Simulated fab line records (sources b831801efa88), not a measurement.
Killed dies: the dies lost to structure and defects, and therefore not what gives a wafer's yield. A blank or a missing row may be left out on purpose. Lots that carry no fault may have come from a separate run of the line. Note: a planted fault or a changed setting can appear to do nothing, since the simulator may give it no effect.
Which tool is to blame? + flow sky130 + 39 wafers from 13 lots sampled at 5 of the route's 708 steps

## WHAT THE GAUGES READ, wafer by wafer
SKY_SD_N_RS_MEAS_18: measurement is done with a four-point probe. Usual: RES_XHIGH_RS typically reads 333.6 ohm/sq, with standard deviation 1.2.
| lot  | measured     | on            | RES_XHIGH_RS (ohm/sq) | flag |
|------|--------------|---------------|-----------------------|------|
| L576 | day 28 06:22 | film metro-02 | 334.5 332.9 334.7     |      |
| L578 | day 28 22:42 | film metro-01 | 334.6 335.2 334.4     |      |
| L577 | day 28 23:14 | film metro-03 | 329.7 331.1 330.8     |      |
| L579 | day 29 15:03 | film metro-03 | 334.9 333.5 335.4     |      |
| L580 | day 30 12:56 | film metro-02 | 332.7 334.6 333.1     |      |
| L581 | day 30 15:33 | film metro-02 | 334.5 333.8 334.8     |      |
| L582 | day 30 16:26 | film metro-03 | 334.0 334.4 333.1     |      |
| L583 | day 31 01:36 | film metro-02 | 333.5 331.9 332.3     |      |
| L584 | day 31 07:51 | film metro-01 | 332.4 332.8 332.2     |      |
| L587 | day 32 22:23 | film metro-03 | 332.5 331.6 331.8     |      |
| L589 | day 33 06:44 | film metro-03 | 333.5 333.7 334.1     |      |
| L597 | day 35 00:38 | film metro-02 | 334.4 334.1 335.2     |      |
| L596 | day 35 00:46 | film metro-01 | 335.5 334.5 334.7     |      |

SKY_LI_CONTACT_THK_MEAS_01. Usual: LI_CONTACT_HDPCVD_THK typically reads 938 nm, with standard deviation 12.
| lot  | measured     | on            | LI_CONTACT_HDPCVD_THK (nm) | flag |
|------|--------------|---------------|----------------------------|------|
| L576 | day 28 06:36 | film metro-01 | 915 940 937                |      |
| L578 | day 28 22:56 | film metro-01 | 947 926 922                |      |
| L577 | day 28 23:28 | film metro-01 | 945 943 955                |      |
| L579 | day 29 15:17 | film metro-02 | 926 918 930                |      |
| L580 | day 30 13:10 | film metro-01 | 932 955 925                |      |
| L581 | day 30 15:46 | film metro-03 | 950 946 932                |      |
| L582 | day 30 16:40 | film metro-01 | 938 952 945                |      |
| L583 | day 31 01:53 | film metro-01 | 930 953 953                |      |
| L584 | day 31 08:05 | film metro-02 | 927 936 917                |      |
| L587 | day 32 22:37 | film metro-03 | 939 919 913                |      |
| L589 | day 33 06:58 | film metro-03 | 941 946 944                |      |
| L597 | day 35 00:51 | film metro-03 | 947 954 941                |      |
| L596 | day 35 01:00 | film metro-02 | 930 929 925                |      |

SKY_LOCAL_INTERCONNECT_CD_MEAS_11: target cd 170 nm. Usual: 169.6 nm for cd nm, sd 1.5.
| lot  | measured     | on        | cd nm (nm)        | flag |
|------|--------------|-----------|-------------------|------|
| L576 | day 30 16:17 | cd sem-01 | 171.1 170.8 169.6 |      |
| L578 | day 31 08:37 | cd sem-01 | 170.2 169.9 170.4 |      |
| L577 | day 31 08:45 | cd sem-02 | 166.9 167.8 166.3 |      |
| L579 | day 32 01:42 | cd sem-01 | 171.2 170.3 171.7 |      |
| L580 | day 32 21:33 | cd sem-02 | 167.8 167.1 168.5 |      |
| L581 | day 32 23:28 | cd sem-01 | 169.1 167.4 168.9 |      |
| L582 | day 33 00:12 | cd sem-02 | 170.2 169.8 169.3 |      |
| L583 | day 33 10:27 | cd sem-01 | 168.4 169.2 168.1 |      |
| L584 | day 33 15:39 | cd sem-01 | 170.5 168.5 169.3 |      |
| L587 | day 35 05:37 | cd sem-02 | 171.0 169.8 115.8 | OFF  |
| L589 | day 35 13:53 | cd sem-02 | 169.8 170.9 115.5 | OFF  |
| L597 | day 37 11:48 | cd sem-02 | 169.6 170.4 170.4 |      |
| L596 | day 37 12:26 | cd sem-02 | 170.1 169.4 170.2 |      |

## WHICH TOOL RAN EACH LOT (tool, then ch and the chambers of the sampled wafers, then the start)
| lot  | SKY_LI_CONTACT_STRIP_16              | SKY_LOCAL_INTERCONNECT_EXPOSE_08  |
|------|--------------------------------------|-----------------------------------|
| L576 | plasma asher-04 ch 0,1, day 29 11:29 | krf scanner-01 ch 0, day 30 02:53 |
| L578 | plasma asher-02 ch 0,1, day 30 03:36 | krf scanner-02 ch 0, day 30 18:50 |
| L577 | plasma asher-03 ch 0,1, day 30 03:43 | krf scanner-02 ch 0, day 30 18:56 |
| L579 | plasma asher-04 ch 0,1, day 30 20:00 | krf scanner-01 ch 0, day 31 11:35 |
| L580 | plasma asher-02 ch 0,1, day 31 17:35 | krf scanner-01 ch 0, day 32 07:54 |
| L581 | plasma asher-02 ch 0,1, day 31 20:05 | krf scanner-02 ch 0, day 32 10:07 |
| L582 | plasma asher-02 ch 0,1, day 31 20:41 | krf scanner-01 ch 0, day 32 10:35 |
| L583 | plasma asher-02 ch 0,1, day 32 05:45 | krf scanner-02 ch 0, day 32 21:20 |
| L584 | plasma asher-02 ch 0,1, day 32 10:35 | krf scanner-02 ch 0, day 33 02:13 |
| L587 | plasma asher-04 ch 0,1, day 34 01:40 | krf scanner-02 ch 0, day 34 16:11 |
| L589 | plasma asher-02 ch 0,1, day 34 10:48 | krf scanner-02 ch 0, day 35 01:05 |
| L597 | plasma asher-02 ch 0,1, day 36 08:59 | krf scanner-01 ch 0, day 36 21:41 |
| L596 | plasma asher-03 ch 0,1, day 36 09:01 | krf scanner-01 ch 0, day 36 22:20 |
- SKY_LI_CONTACT_STRIP_16: strips in O2/N2.
- SKY_LOCAL_INTERCONNECT_EXPOSE_08: exposes mask LI1M, target cd 170 nm.

## AS READ BY THE TOOLS THEMSELVES (means over the sampled wafers that have a number; for cases with no such wafer, the mark the record gives instead)
SKY_LI_CONTACT_STRIP_16. Usual: drypump motor current A 5.95 A, standard deviation 0.24; oes product au 0.376 a.u., standard deviation 0.0049; strip time to endpoint s 3.50 s, standard deviation 0.032.
| lot  | tool            | drypump motor current A (A) | oes product au (a.u.) | strip time to endpoint s (s) | flag |
|------|-----------------|-----------------------------|-----------------------|------------------------------|------|
| L576 | plasma asher-04 | 5.85                        | 0.377                 | 3.48                         |      |
| L578 | plasma asher-02 | 5.80                        | 0.371                 | 3.46                         |      |
| L577 | plasma asher-03 | 6.21                        | 0.378                 | 3.51                         |      |
| L579 | plasma asher-04 | 5.69                        | 0.374                 | 3.49                         |      |
| L580 | plasma asher-02 | 5.82                        | 0.376                 | 3.52                         |      |
| L581 | plasma asher-02 | 5.78                        | 0.373                 | 3.50                         |      |
| L582 | plasma asher-02 | 5.79                        | 0.377                 | 3.49                         |      |
| L583 | plasma asher-02 | 5.79                        | 0.376                 | 3.52                         |      |
| L584 | plasma asher-02 | 5.77                        | 0.376                 | 3.47                         |      |
| L587 | plasma asher-04 | 5.85                        | 0.375                 | 3.52                         |      |
| L589 | plasma asher-02 | 5.81                        | 0.374                 | 3.49                         |      |
| L597 | plasma asher-02 | 5.79                        | 0.371                 | 3.51                         |      |
| L596 | plasma asher-03 | 6.21                        | 0.373                 | 3.46                         |      |

## THE ANSWER, worked out from the rows above alone
Rule: take the mean of a lot's wafers that have a number; if it is more than 3 standard deviations from the usual mean, the lot is off. A lot without any number at a reading at which 4 lots or more have one is off too. Any other lot the step has rows for is counted as sound. Order of review: gauges by route order, followed by the tools' own readings, for which a lot's mean as printed above is used. The first step at which some lot is off is used, and at that step the reading that is off furthest; a lot without a number counts as furthest.
Off at SKY_LOCAL_INTERCONNECT_CD_MEAS_11 (cd nm): L587, L589.
A tool fits if, at a process step before that reading, it ran every lot that is off, and no sound lot after the first of them. Gauges at SKY_LOCAL_INTERCONNECT_CD_MEAS_11: tried the same way as those tools. One fits: krf scanner-02 at SKY_LOCAL_INTERCONNECT_EXPOSE_08. Its last sound lot is L584 (day 33 02:13), its first lot that is off L587 (day 34 16:11): a fault that began between those two fits.

## WHAT HAD BEEN PUT IN BY THE SIMULATOR
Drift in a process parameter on krf scanner-02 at SKY_LOCAL_INTERCONNECT_EXPOSE_08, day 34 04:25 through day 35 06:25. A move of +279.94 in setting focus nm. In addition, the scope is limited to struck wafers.
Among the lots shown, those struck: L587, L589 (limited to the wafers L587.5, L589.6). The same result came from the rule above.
